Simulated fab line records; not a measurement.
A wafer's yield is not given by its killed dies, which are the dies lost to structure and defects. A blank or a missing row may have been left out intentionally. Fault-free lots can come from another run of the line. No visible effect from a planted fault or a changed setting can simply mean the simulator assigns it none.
fab line records	flow sky130
[record] lots = 6	wafers = 18	last_day = 50
route steps=708 shown FIELD_ISO@7 PAD_OPEN@708
lots that met no fault: from a run of the same line without faults
start_h: hours from the record's opening day to when the first of the lot's shown wafers began	wait_h: time in hours since the lot's previous step	" unchanged from the row above	L1.1+2: one row covering several wafers at once	- no value, or no start given	* or withheld: withheld	< > ~ a bound
route shown NAME@n: NAME is a module with steps in the file, n the number in the route of the first one	usual: mean and standard deviation over wafers with no fault	same: alike in all rows	chamber/n: place in a boat	sites: readings site by site	_std_site: how widely they spread, as a standard deviation	_edge_site: inner sites' mean taken away from outer sites' mean	radius_mm: for every site, how far away it sits from the centre of the wafer	mask NAME#n: copy n	behind: the last tool/chamber to shape the wafer	hold: reason for holding the lot/hours on hold/outcome of the hold	device: the transistor (n, p or np) that didn't switch	end of line: the same wafers' tests at the end of the route	step lacking rows: just its recipe	killed: at the first sort, the dies lost to defects and structure; wafer yield is something else	map: a wafer's dies, x killed, . not, _ none there
set.NAME: setting as actually run; set.NAME@STEP: the setting as run at that earlier step	model.NAME: the simulator's own value behind a step, which no gauge read
certain route steps with their lots: each step a table, each wafer a row
services: when a tool's chamber went out of use (start_h, in hours from the record's first day, below 0 if earlier), for how many hours, and the reason
[[steps]]
[step SKY_FIELD_ISO_HMDS_06]
[recipe] prime_time_s = 60	prime_temp_c = 120
[step SKY_FIELD_ISO_COAT_07]
[recipe] resist = BARC	temp_c = withheld	time_s = withheld	spin_rpm = 3000	resist_thk_nm = 60
[step SKY_FIELD_ISO_COAT_08]
[recipe] resist = KrF-thick	spin_rpm = 3000	resist_thk_nm = 450
[step SKY_FIELD_ISO_SOFTBAKE_09]
[recipe] temp_c = 100	time_s = 90	resist = KrF-thick
[step SKY_FIELD_ISO_EXPOSE_10]
[recipe] mask_id = FOM	na = 0.68	source_shape = annular	sigma_inner = 0.4	sigma_outer = 0.8	target_cd_nm = 150	dose_mj = 28
[step SKY_FIELD_ISO_PEB_11]
[recipe] peb_temp_c = withheld	peb_time_s = withheld	resist = KrF-thick
[step SKY_FIELD_ISO_DEVELOP_12]
[recipe] develop_time_s = 60	resist = KrF-thick	dev_temp_c = 21
[step SKY_FIELD_ISO_CD_MEAS_13]
[recipe] target_cd_nm = 150
[usual] cd_nm = 149.8/1.7
lot.wafer	tool	chamber	start_h	wait_h	cd_nm
L251.2	cd_sem-01	-	34.91	-	150.6
L251.4	"	-	"	"	150.6
L251.5	"	-	"	"	149.2
L256.2	cd_sem-02	-	61.14	-	150.6
L256.4	"	-	"	"	150.4
L256.6	"	-	"	"	149.8
L262.1	cd_sem-02	-	94.47	-	155.8
L262.2	"	-	"	"	153.0
L262.3	"	-	"	"	154.5
L269.3	cd_sem-02	-	130.68	-	147.8
L269.5	"	-	"	"	148.9
L269.6	"	-	"	"	148.7
L271.1	cd_sem-02	-	139.72	-	151.2
L271.2	"	-	"	"	150.2
L271.6	"	-	"	"	149.0
L272.3	cd_sem-02	-	145.08	-	150.2
L272.5	"	-	"	"	150.1
L272.6	"	-	"	"	151.1
[step SKY_FIELD_ISO_ETCH_14]
[recipe] chemistry = N2/H2	target = BARC	ion_energy_ev = 200	source_w = 500	bias_w = 100	pressure_mtorr = 30	n2_flow_sccm = 100	h2_flow_sccm = 200	stop_on = SiO2	time_s = 45.9	target_depth_a = 600
[usual] drypump_motor_current_A = 5.7/0.5	oes_product_au = 0.855/0.0049	rf_fwd_power_W = 495.2/1.7	run_length_s = 74.0/0.52	throttle_valve_pct = 13.225/0.0085
lot.wafer	tool	chamber	start_h	wait_h	drypump_motor_current_A	oes_product_au	rf_fwd_power_W	rf_hours_counter_h	run_length_s	throttle_valve_pct
L251.2	rie_diel-04	3	35.01	0.1	5.3	0.858	497.6	110	74.0	13.228
L251.4	"	0	"	"	6.3	0.863	494.1	65	74.1	13.233
L251.5	"	2	"	"	5.5	0.857	494.8	-	73.9	13.225
L256.2	rie_diel-04	3	61.24	0.1	5.3	0.859	493.9	110	74.1	13.224
L256.4	"	0	"	"	6.3	0.860	496.0	65	73.9	13.226
L256.6	"	1	"	"	6.3	0.865	496.2	-	74.1	13.231
L262.1	rie_diel-03	3	94.59	0.1	6.0	0.858	494.6	81	74.0	13.222
L262.2	"	2	"	"	5.0	0.860	495.3	103	73.2	13.215
L262.3	"	0	"	"	6.0	0.852	495.5	109	75.2	13.209
L269.3	rie_diel-04	2	130.76	0.1	5.5	0.857	495.9	124	74.4	13.238
L269.5	"	2	"	"	5.5	0.860	495.3	-	74.2	13.210
L269.6	"	1	"	"	6.4	0.867	494.0	-	74.0	13.214
L271.1	rie_diel-04	0	139.84	0.1	6.4	0.846	494.1	67	74.1	13.212
L271.2	"	1	"	"	6.4	0.850	492.1	86	74.2	13.227
L271.6	"	1	"	"	6.3	0.855	494.5	-	74.0	13.215
L272.3	rie_diel-01	1	145.16	0.1	6.2	0.846	491.5	133	74.0	13.243
L272.5	"	1	"	"	6.2	0.854	490.0	-	73.8	13.239
L272.6	"	2	"	"	6.0	0.859	495.4	-	73.6	13.218
[step SKY_FIELD_ISO_ETCH_15]
[recipe] chemistry = CHF3/O2	target_depth_nm = 180	stop_on = Si	source_w = 600	bias_w = 200	pressure_mtorr = 40	chf3_flow_sccm = 50	O2_flow_sccm = 5	time_s = 72
[usual] drypump_motor_current_A = 5.7/0.49	oes_product_au = 0.947/0.0061	rf_fwd_power_W = 595.7/2	run_length_s = 100.1/0.52	throttle_valve_pct = 8.847/0.0087
lot.wafer	tool	chamber	start_h	wait_h	drypump_motor_current_A	oes_product_au	rf_fwd_power_W	rf_hours_counter_h	run_length_s	throttle_valve_pct
L251.2	rie_diel-04	3	35.05	0.0	5.3	0.944	596.3	110	99.9	8.834
L251.4	"	0	"	"	6.3	0.944	593.4	65	100.2	8.849
L251.5	"	2	"	"	5.5	0.946	596.7	-	100.1	8.860
L256.2	rie_diel-04	3	61.28	0.0	5.3	0.947	596.2	110	100.2	8.822
L256.4	"	0	"	"	6.4	0.942	595.7	65	99.9	8.849
L256.6	"	1	"	"	6.4	0.946	591.8	-	100.5	8.841
L262.1	rie_diel-03	3	94.63	0.0	6.0	0.948	593.6	81	100.1	8.856
L262.2	"	2	"	"	5.0	0.950	597.0	103	99.7	8.836
L262.3	"	0	"	"	6.0	0.951	596.4	109	100.8	8.845
L269.3	rie_diel-04	2	130.80	0.0	5.5	0.942	596.2	125	100.1	8.862
L269.5	"	2	"	"	5.5	0.947	594.9	-	100.1	8.837
L269.6	"	1	"	"	6.4	0.944	599.4	-	100.3	8.855
L271.1	rie_diel-04	0	139.88	0.0	6.3	0.961	594.3	67	99.9	8.848
L271.2	"	1	"	"	6.4	0.953	595.3	86	100.1	8.849
L271.6	"	1	"	"	6.4	0.958	593.2	-	100.1	8.842
L272.3	rie_diel-01	1	145.20	0.0	6.1	0.948	596.3	133	100.7	8.847
L272.5	"	1	"	"	6.1	0.957	597.8	-	100.2	8.856
L272.6	"	2	"	"	6.0	0.958	597.9	-	100.1	8.858
[step SKY_FIELD_ISO_STRIP_16]
[recipe] chemistry = O2/N2	power_w = 1400	pressure_mtorr = 1500	platen_temp_c = withheld	o2_flow_sccm = 3000	n2_flow_sccm = 300	overash_fraction = 0.5
[usual] drypump_motor_current_A = 5.5/0.33	oes_product_au = 0.378/0.005	strip_time_to_endpoint_s = 3.55/0.042
lot.wafer	tool	chamber	start_h	wait_h	drypump_motor_current_A	oes_product_au	rf_hours_counter_h	strip_time_to_endpoint_s
L251.2	plasma_asher-04	1	35.11	0.0	5.9	0.371	32	3.57
L251.4	"	0	"	"	5.9	0.377	-	3.51
L251.5	"	1	"	"	5.9	0.387	-	3.67
L256.2	plasma_asher-04	0	61.34	0.0	5.9	0.384	34	3.54
L256.4	"	0	"	"	5.9	0.379	-	3.51
L256.6	"	0	"	"	5.9	0.376	-	3.52
L262.1	plasma_asher-04	0	94.69	0.0	5.9	0.376	38	3.59
L262.2	"	1	"	"	5.8	0.377	38	3.54
L262.3	"	1	"	"	5.8	0.384	-	3.55
L269.3	plasma_asher-01	0	130.89	0.1	5.1	0.383	-	3.57
L269.5	"	1	"	"	5.3	0.386	-	3.60
L269.6	"	0	"	"	5.1	0.383	-	3.55
L271.1	plasma_asher-01	1	139.94	0.0	5.3	0.375	2	3.48
L271.2	"	0	"	"	5.1	0.368	2	3.55
L271.6	"	0	"	"	5.1	0.377	-	3.53
L272.3	plasma_asher-01	1	145.29	0.1	5.3	0.371	-	3.59
L272.5	"	1	"	"	5.3	0.387	-	3.60
L272.6	"	0	"	"	5.1	0.386	-	3.56
[step SKY_FIELD_ISO_ETCH_17]
[recipe] target_depth_a = 3420	mask_material = Si3N4	chemistry = HBr/Cl2/O2	target = Si	taper_deg = 5	icp_w = 600	bias_w = 150	pressure_mtorr = 15	HBr_flow_sccm = 150	Cl2_flow_sccm = 40	O2_flow_sccm = 6	time_s = 97.7
[usual] drypump_motor_current_A = 5.6/0.46	mfc_cl2_sccm = 39.98/0.12	oes_product_au = 1.001/0.011	rf_fwd_power_W = 595.9/2.2	run_length_s = 125.9/0.54	throttle_valve_pct = 25.656/0.011
lot.wafer	tool	chamber	start_h	wait_h	drypump_motor_current_A	mfc_cl2_sccm	oes_product_au	rf_fwd_power_W	rf_hours_counter_h	run_length_s	throttle_valve_pct
L251.2	rie_si-02	1	35.21	0.1	5.0	40.01	1.012	596.4	13	125.4	25.644
L251.4	"	3	"	"	5.6	39.96	0.997	594.1	79	126.2	25.660
L251.5	"	2	"	"	5.7	39.88	1.005	594.7	-	126.4	25.652
L256.2	rie_si-01	1	61.44	0.1	6.1	39.73	0.975	598.1	2	126.4	25.678
L256.4	"	3	"	"	6.0	40.15	1.014	598.9	2	125.9	25.639
L256.6	"	0	"	"	4.7	40.11	1.015	597.2	-	126.0	25.653
L262.1	rie_si-01	2	94.79	0.1	5.9	39.81	1.001	596.1	61	125.6	25.651
L262.2	"	3	"	"	6.0	40.15	1.015	599.5	2	125.6	25.648
L262.3	"	0	"	"	4.7	40.06	0.997	595.9	82	126.0	25.669
L269.3	rie_si-02	0	130.96	0.0	5.8	40.06	0.999	598.4	64	125.0	25.676
L269.5	"	3	"	"	5.6	39.91	1.003	598.0	-	126.1	25.666
L269.6	"	2	"	"	5.7	40.14	0.993	594.0	-	127.1	25.638
L271.1	rie_si-02	2	140.04	0.1	5.7	40.04	0.996	595.1	1	126.5	25.655
L271.2	"	3	"	"	5.6	40.03	0.999	601.4	80	126.5	25.660
L271.6	"	0	"	"	5.8	39.90	0.991	597.2	-	125.0	25.678
L272.3	rie_si-02	1	145.36	0.0	5.0	40.10	1.000	594.9	13	125.5	25.647
L272.5	"	0	"	"	5.8	39.71	0.987	598.9	-	125.0	25.675
L272.6	"	1	"	"	4.9	39.99	1.004	593.6	-	125.7	25.658
[step SKY_FIELD_ISO_WET_ETCH_18]
[recipe] chemistry = H3PO4	target_depth_nm = 25	temp_c = 160	target = Si3N4	time_s = 286
[usual] run_length_s = 313.3/2.7
lot.wafer	tool	chamber	start_h	wait_h	run_length_s	model.Si3N4_of_FIELD_ISO_CVD_03.thk_nm
L251.2	wet_bench-04	1	35.28	0.0	313.4	124.9
L251.4	"	1	"	"	313.4	126.1
L251.5	"	1	"	"	313.4	125.9
L256.2	wet_bench-01	0	61.51	0.0	313.4	125.3
L256.4	"	0	"	"	313.4	124
L256.6	"	0	"	"	313.4	125.7
L262.1	wet_bench-01	2	94.92	0.1	312.7	126
L262.2	"	2	"	"	312.7	126
L262.3	"	2	"	"	312.7	126.9
L269.3	wet_bench-04	2	131.03	0.0	488.1	109.9
L269.5	"	2	"	"	488.1	109.9
L269.6	"	2	"	"	488.1	109.3
L271.1	wet_bench-03	1	140.11	0.0	311.9	128.7
L271.2	"	1	"	"	311.9	125.6
L271.6	"	1	"	"	311.9	127
L272.3	wet_bench-04	0	145.43	0.0	488.5	110.5
L272.5	"	0	"	"	488.5	112.2
L272.6	"	0	"	"	488.5	110.2
[step SKY_FIELD_ISO_CLEAN_19]
[recipe] chemistry = SC1/SC2	mix = 1:4:20	temp_c = 70	time_s = 150
[step SKY_FIELD_ISO_CLEAN_20]
[recipe] chemistry = dHF	time_s = 20	dilution = 100:1
[step SKY_FIELD_ISO_WET_ETCH_21]
[recipe] chemistry = dHF	dilution = 100:1	target_depth_nm = 20	dry = ipa_marangoni	target = SiO2	temp_c = 25	time_s = 400
[step SKY_FIELD_ISO_OXIDATION_22]
[recipe] temp_c = 950	ambient = O2	stabilise_s = 600	purge_s = 300	target_thk_a = 100	ox_time_s = 623
[step SKY_FIELD_ISO_THK_MEAS_23]
[recipe] reads = SiO2_of_FIELD_ISO_OXIDATION_22
[usual] FIELD_ISO_OXIDATION_01_THK = 10.02/0.19
lot.wafer	tool	chamber	start_h	wait_h	FIELD_ISO_OXIDATION_01_THK[nm]
L251.2	film_metro-03	-	36.74	0.0	10.16
L251.4	"	-	"	"	10.15
L251.5	"	-	"	"	10.05
L256.2	film_metro-02	-	64.63	0.0	9.81
L256.4	"	-	"	"	10.15
L256.6	"	-	"	"	9.86
L262.1	film_metro-02	-	97.20	0.0	9.88
L262.2	"	-	"	"	10.09
L262.3	"	-	"	"	9.95
L269.3	film_metro-02	-	133.17	0.0	10.20
L269.5	"	-	"	"	9.81
L269.6	"	-	"	"	10.04
L271.1	film_metro-01	-	142.82	0.0	10.12
L271.2	"	-	"	"	10.06
L271.6	"	-	"	"	9.97
L272.3	film_metro-01	-	146.90	0.0	9.75
L272.5	"	-	"	"	9.90
L272.6	"	-	"	"	9.77
[step SKY_FIELD_ISO_CVD_24]
[recipe] material = SiO2	target_thk_nm = 595	temp_c = 650	sigma_open_frac = 0.3	time_s = 99.2	sih4_flow_sccm = 60	pressure_mtorr = 6
[step SKY_FIELD_ISO_THK_MEAS_25]
[recipe] reads = SiO2_of_FIELD_ISO_CVD_24
[usual] FIELD_ISO_CVD_24_THK = 594/6.3
lot.wafer	tool	chamber	start_h	wait_h	FIELD_ISO_CVD_24_THK[nm]
L251.2	film_metro-02	-	36.87	0.0	588
L251.4	"	-	"	"	593
L251.5	"	-	"	"	587
L256.2	film_metro-01	-	64.76	0.0	596
L256.4	"	-	"	"	598
L256.6	"	-	"	"	595
L262.1	film_metro-01	-	97.33	0.0	600
L262.2	"	-	"	"	596
L262.3	"	-	"	"	596
L269.3	film_metro-03	-	133.30	0.1	593
L269.5	"	-	"	"	576
L269.6	"	-	"	"	586
L271.1	film_metro-02	-	142.95	0.0	588
L271.2	"	-	"	"	586
L271.6	"	-	"	"	590
L272.3	film_metro-03	-	147.03	0.1	585
L272.5	"	-	"	"	594
L272.6	"	-	"	"	599
[step SKY_FIELD_ISO_ANNEAL_26]
[recipe] temp_c = 1000	time_s = 1800	ambient = N2
[step SKY_FIELD_ISO_CMP_27]
[recipe] stop_on = Si3N4	t_overpolish_s = 16	down_force_psi = 4	platen_rpm = 60	target_thk_nm = 457.8	pad_velocity_m_s = 0.94248
[usual] motor_current_A = 11.7/0.64	retaining_ring_pressure_frac = 1.000/0.0047
lot.wafer	tool	chamber	start_h	wait_h	motor_current_A	retaining_ring_pressure_frac
L251.2	cmp-01	0	39.53	0.0	10.4	0.999
L251.4	"	3	"	"	12.3	1.011
L251.5	"	0	"	"	10.4	0.992
L256.2	cmp-02	3	69.55	0.1	11.9	1.001
L256.4	"	0	"	"	11.0	0.996
L256.6	"	3	"	"	12.0	1.000
L262.3	cmp-01	1	99.53	0.0	11.1	1.006
L262.1	"	2	"	"	11.6	0.997
L262.2	"	0	"	"	10.6	1.006
L269.3	cmp-02	2	134.99	0.1	12.2	1.000
L269.5	"	3	"	"	12.1	1.004
L269.6	"	0	"	"	11.7	1.003
L271.2	cmp-02	3	145.66	0.0	11.9	1.003
L271.1	"	2	"	"	12.8	0.998
L271.6	"	0	"	"	12.3	0.991
L272.3	cmp-02	1	148.83	0.1	11.9	1.008
L272.5	"	2	"	"	12.0	1.000
L272.6	"	3	"	"	11.8	0.996
[step SKY_FIELD_ISO_WET_ETCH_28]
[recipe] chemistry = dHF	target_depth_nm = 23.7	target = SiO2	dilution = 10:1	temp_c = 25	time_s = 47
[usual] run_length_s = 74.6/2.4
lot.wafer	tool	chamber	start_h	wait_h	run_length_s	model.Si3N4_of_FIELD_ISO_CVD_03.thk_nm
L251.2	wet_bench-04	0	39.83	0.2	74.3	119
L251.4	"	0	"	"	74.3	120.2
L251.5	"	0	"	"	74.3	120
L256.2	wet_bench-03	3	69.80	0.2	72.3	119.3
L256.4	"	3	"	"	72.3	118
L256.6	"	3	"	"	72.3	119.7
L262.1	wet_bench-03	0	99.83	0.2	73.1	120.1
L262.2	"	0	"	"	73.1	120
L262.3	"	0	"	"	73.1	120.9
L269.3	wet_bench-04	1	135.19	0.1	73.7	104
L269.5	"	1	"	"	73.7	104
L269.6	"	1	"	"	73.7	103.4
L271.1	wet_bench-03	1	145.96	0.1	73.3	122.8
L271.2	"	1	"	"	73.3	119.7
L271.6	"	1	"	"	73.3	121.1
L272.3	wet_bench-01	2	148.98	0.1	79.7	104.6
L272.5	"	2	"	"	79.7	106.2
L272.6	"	2	"	"	79.7	104.2
[step SKY_FIELD_ISO_WET_ETCH_29]
[recipe] chemistry = H3PO4	target_depth_nm = 160	target = Si3N4	temp_c = 160	time_s = 1825
[step SKY_PAD_OPEN_PROBE_99]
[usual] killed_at_M0_to_M3 = 42/6.7	killed_at_M4_up = 3.0/1.9	killed_at_contacts = 24/5.3	killed_at_front_end = 16/4.3	killed_at_other = 0.4/0.71	killed_dies = 85/9.6	killed_open = 46/6.5	killed_short = 39/6.7
[same] gross_dies = 492	killed_at_back_side = 0
lot.wafer	tool	chamber	start_h	wait_h	killed_at_M0_to_M3	killed_at_M4_up	killed_at_contacts	killed_at_front_end	killed_at_other	killed_dies	killed_open	killed_short	model.etest.pfet_16v.r_on_ohm_um	model.etest.cap_li_to_poly.c_af_um2	model.etest.cap_poly_to_well.c_af_um2	model.etest.field_p.vt_v	model.etest.field_n.vt_v	model.etest.sram_nfet_pass.off_log10_a_um	model.etest.sram_nfet_pass.vt_sat_v	model.etest.sram_nfet_pass.vt_v
L251.2	prober-01	-	1106.09	0.1	39	2	24	12	1	78	45	33	1.537e+04	97.17	88.91	-44.78	36.37	-12.54	0.5716	0.6696
L251.4	prober-01	-	1106.19	0.2	34	9	22	18	0	83	52	31	1.51e+04	94.67	90.66	-42.73	35.03	-12.56	0.5667	0.6576
L251.5	prober-01	-	1106.24	0.2	44	3	28	17	1	93	44	49	1.517e+04	98.79	90.09	-43.02	35.12	-12.74	0.576	0.6738
L256.2	prober-02	-	1141.56	0.1	39	2	22	14	0	77	43	34	1.46e+04	97.35	95	-38.33	34.62	-12.54	0.5643	0.6616
L256.4	prober-02	-	1141.66	0.2	44	1	21	14	0	80	36	44	1.537e+04	99.75	88.42	-42.03	36.37	-12.67	0.5775	0.6803
L256.6	prober-02	-	1141.76	0.2	55	2	19	19	0	95	53	42	1.516e+04	97.03	90.62	-41.73	36.21	-12.64	0.5729	0.6716
L262.1	prober-02	-	1170.45	0.1	47	2	21	10	2	82	44	37	1.524e+04	97.48	93.12	-40.21	35.6	-12.38	0.5505	0.6484
L262.2	prober-02	-	1170.50	0.1	39	3	26	13	2	83	48	33	1.562e+04	100.9	89.06	-42.05	36.6	-12.15	0.5329	0.6326
L262.3	prober-02	-	1170.55	0.2	46	3	12	20	3	84	47	34	1.51e+04	98.27	91.93	-40.36	35.82	-12.72	0.5653	0.6695
L269.3	prober-01	-	1196.51	0.2	42	2	31	14	0	89	53	36	1.45e+04	95.12	95.21	-37.04	34.23	-13.09	0.5952	0.6888
L269.5	prober-01	-	1196.61	0.2	40	2	22	18	0	82	47	35	1.472e+04	94.8	95.49	-37.51	34.39	-12.6	0.5479	0.6443
L269.6	prober-01	-	1196.66	0.2	58	3	15	13	0	89	54	35	1.474e+04	94.74	97.98	-37.74	34.62	-13.09	0.6015	0.7006
L271.1	prober-01	-	1202.26	0.1	48	6	28	13	0	95	52	43	1.486e+04	101.3	90.72	-41.6	36.11	-12.74	0.5499	0.6426
L271.2	prober-01	-	1202.31	0.1	41	3	24	15	0	83	46	37	1.485e+04	98.79	90.71	-41.32	35.98	-12.72	0.5768	0.6732
L271.6	prober-01	-	1202.51	0.2	41	8	24	12	1	86	41	45	1.491e+04	99.46	90.85	-41.27	35.94	-12.94	0.5808	0.6763
L272.3	prober-02	-	1208.82	0.2	44	6	30	14	0	94	58	36	1.441e+04	94.69	96.77	-39.36	34.59	-12.88	0.5838	0.6782
L272.5	prober-02	-	1208.92	0.2	42	5	21	16	0	84	53	31	1.429e+04	93.53	97.53	-37.25	33.23	-13.02	0.5833	0.6775
L272.6	prober-02	-	1208.97	0.2	34	3	26	15	2	80	47	33	1.447e+04	92.85	94.05	-39.47	34.57	-12.91	0.5881	0.6876
// killed by level:class
L251.2 VIA1:geometric_particle:open=13 LI_CONTACT:geometric_particle:open=6 CONTACT:geometric_particle:open=5 METAL3:geometric_particle:short=5 VIA3:geometric_particle:open=5 POLY_GATE:geometric_particle:short=4 LI_CONTACT:geometric_particle:short=4 CONTACT:geometric_particle:short=4
L251.4 FIELD_ISO:geometric_particle:open=8 METAL4:geometric_particle:short=8 LI_CONTACT:geometric_particle:open=8 VIA3:geometric_particle:open=8 VIA1:geometric_particle:open=8 POLY_GATE:geometric_particle:open=6 CONTACT:geometric_particle:open=6 METAL1:geometric_particle:short=5
L251.5 VIA2:geometric_particle:open=7 LOCAL_INTERCONNECT:geometric_particle:short=7 CONTACT:geometric_particle:open=7 VIA1:geometric_particle:open=7 METAL1:geometric_particle:short=6 LI_CONTACT:geometric_particle:open=5 VIA3:geometric_particle:open=5 VIA3:geometric_particle:short=5
L256.2 CONTACT:geometric_particle:open=8 METAL1:geometric_particle:short=6 METAL2:geometric_particle:short=6 VIA3:geometric_particle:open=6 LI_CONTACT:geometric_particle:open=5 LOCAL_INTERCONNECT:geometric_particle:short=5 VIA1:geometric_particle:open=5 POLY_GATE:geometric_particle:open=4
L256.4 METAL1:geometric_particle:short=10 METAL2:geometric_particle:short=7 VIA1:geometric_particle:open=6 CONTACT:geometric_particle:open=6 LI_CONTACT:geometric_particle:open=5 CONTACT:geometric_particle:short=5 POLY_GATE:geometric_particle:open=4 LOCAL_INTERCONNECT:geometric_particle:short=4
L256.6 VIA1:geometric_particle:open=11 VIA3:geometric_particle:open=9 LI_CONTACT:geometric_particle:open=9 METAL1:geometric_particle:short=9 VIA1:geometric_particle:short=8 VIA2:geometric_particle:open=7 CONTACT:geometric_particle:open=5 SONOS_ONO:geometric_particle:open=4
L262.1 CONTACT:geometric_particle:open=14 VIA2:geometric_particle:open=10 VIA1:geometric_particle:open=8 METAL1:geometric_particle:short=8 METAL2:geometric_particle:short=5 VIA3:geometric_particle:short=5 CONTACT:geometric_particle:short=4 VIA2:geometric_particle:short=3
L262.2 CONTACT:geometric_particle:open=10 LI_CONTACT:geometric_particle:open=8 POLY_GATE:geometric_particle:open=7 VIA1:geometric_particle:open=7 VIA2:geometric_particle:short=6 METAL2:geometric_particle:short=5 LOCAL_INTERCONNECT:geometric_particle:short=4 VIA2:geometric_particle:open=4
L262.3 VIA2:geometric_particle:open=8 POLY_GATE:geometric_particle:open=7 METAL3:geometric_particle:short=6 VIA3:geometric_particle:open=6 VIA1:geometric_particle:open=5 FIELD_ISO:geometric_particle:short=4 POLY_GATE:geometric_particle:short=4 METAL2:geometric_particle:open=4
L269.3 CONTACT:geometric_particle:open=15 VIA3:geometric_particle:open=10 FIELD_ISO:geometric_particle:open=8 METAL1:geometric_particle:short=7 LI_CONTACT:geometric_particle:short=6 VIA1:geometric_particle:open=6 FIELD_ISO:geometric_particle:short=4 METAL2:geometric_particle:short=4
L269.5 VIA1:geometric_particle:open=15 CONTACT:geometric_particle:open=7 FIELD_ISO:geometric_particle:short=6 LI_CONTACT:geometric_particle:open=6 CONTACT:geometric_particle:short=6 VIA3:geometric_particle:open=5 FIELD_ISO:geometric_particle:open=4 POLY_GATE:geometric_particle:short=4
L269.6 VIA1:geometric_particle:open=17 VIA2:geometric_particle:open=7 CONTACT:geometric_particle:open=6 METAL1:geometric_particle:short=6 METAL2:geometric_particle:short=6 VIA3:geometric_particle:open=6 VIA3:geometric_particle:short=5 FIELD_ISO:geometric_particle:open=4
L271.1 CONTACT:geometric_particle:open=12 VIA2:geometric_particle:open=11 VIA1:geometric_particle:open=11 VIA1:geometric_particle:short=9 METAL1:geometric_particle:short=9 LI_CONTACT:geometric_particle:open=6 METAL4:geometric_particle:short=6 FIELD_ISO:geometric_particle:open=5
L271.2 CONTACT:geometric_particle:open=9 VIA2:geometric_particle:open=9 LI_CONTACT:geometric_particle:open=7 VIA3:geometric_particle:open=7 VIA1:geometric_particle:short=7 VIA1:geometric_particle:open=7 CONTACT:geometric_particle:short=5 METAL2:geometric_particle:short=5
L271.6 VIA1:geometric_particle:open=9 METAL2:geometric_particle:short=8 LI_CONTACT:geometric_particle:open=7 METAL4:geometric_particle:short=6 CONTACT:geometric_particle:open=6 LOCAL_INTERCONNECT:geometric_particle:short=5 VIA3:geometric_particle:open=5 VIA2:geometric_particle:short=4
L272.3 LI_CONTACT:geometric_particle:open=12 VIA1:geometric_particle:open=11 VIA2:geometric_particle:open=7 LI_CONTACT:geometric_particle:short=6 CONTACT:geometric_particle:open=6 VIA3:geometric_particle:open=6 VIA1:geometric_particle:short=5 FIELD_ISO:geometric_particle:open=5
L272.5 VIA1:geometric_particle:open=10 LI_CONTACT:geometric_particle:open=7 VIA3:geometric_particle:open=7 CONTACT:geometric_particle:open=7 VIA2:geometric_particle:open=7 VIA1:geometric_particle:short=6 FIELD_ISO:geometric_particle:open=5 FIELD_ISO:geometric_particle:short=4
L272.6 LI_CONTACT:geometric_particle:open=9 CONTACT:geometric_particle:open=7 VIA1:geometric_particle:open=7 VIA2:geometric_particle:open=6 FIELD_ISO:geometric_particle:open=5 METAL2:geometric_particle:short=5 POLY_GATE:geometric_particle:open=4 LI_CONTACT:geometric_particle:short=4
[[services]]
tool	chamber	start_h	hours	kind
rie_si-02	0	11.58	5.7	repair
rie_diel-04	0	11.60	2.9	repair
rie_diel-01	0	16.02	3.3	repair
cmp-01	-	30.35	3.2	pm
cmp-01	-	46.31	1.3	repair
rie_diel-01	-	48.52	14.6	pm
cmp-01	-	63.77	3.0	repair
cmp-02	-	64.00	4.0	pm
cmp-01	-	70.74	3.3	repair
cmp-02	-	72.45	1.2	repair
rie_diel-01	-	75.07	0.2	repair
cmp-02	-	77.62	1.6	repair
rie_si-01	1	84.15	2.8	repair
cmp-01	-	94.47	2.5	repair
plasma_asher-04	-	103.02	1.0	repair
rie_diel-04	1	104.05	3.9	repair
plasma_asher-01	-	108.75	9.0	pm
rie_diel-04	1	110.98	1.2	repair
cmp-01	-	118.43	4.8	pm
rie_diel-04	2	121.62	2.0	repair
cmp-01	-	127.17	8.2	repair
rie_si-01	2	129.33	4.8	repair
rie_diel-01	-	129.69	2.8	pm
rie_diel-04	2	137.65	5.0	repair
[[key]]
[first_sign] step = SKY_FIELD_ISO_WET_ETCH_18	reading = run_length_s	direction = up	sigmas = 66	usual = *	struck = *
effect none on later readings
[model_effect] step = SKY_FIELD_ISO_WET_ETCH_18	value = Si3N4_of_FIELD_ISO_CVD_03.thk_nm	without = 125.7	struck = 110.3
[model_effect] step = SKY_FIELD_ISO_WET_ETCH_28	value = Si3N4_of_FIELD_ISO_CVD_03.thk_nm	without = 119.8	struck = 104.4
[model_effect] step = SKY_PAD_OPEN_PROBE_99	value = etest.pfet_16v.r_on_ohm_um	without = 1.506e+04	struck = 1.452e+04
met_at SKY_FIELD_ISO_WET_ETCH_18
struck_wafers L269.3,L269.5,L269.6,L272.3,L272.5,L272.6
tester_left_out L269,L272
onset_between 35.28 131.03
[fault] kind = process_parameter_drift	tool = wet_bench-04	chamber = -	onset_h = 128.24	steps = SKY_FIELD_ISO_WET_ETCH_18	channel = time_s	offset = *	shape = step	end_h = 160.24	acts_in = *	stated = *
// tester_left_out: of these lots the tester's yield and bins aren't shown, on N5 and GAA mostly nor the transistor test; their killed dies are dies lost to structure and defects alone, not to doping, threshold or leakage, so they don't give the yield
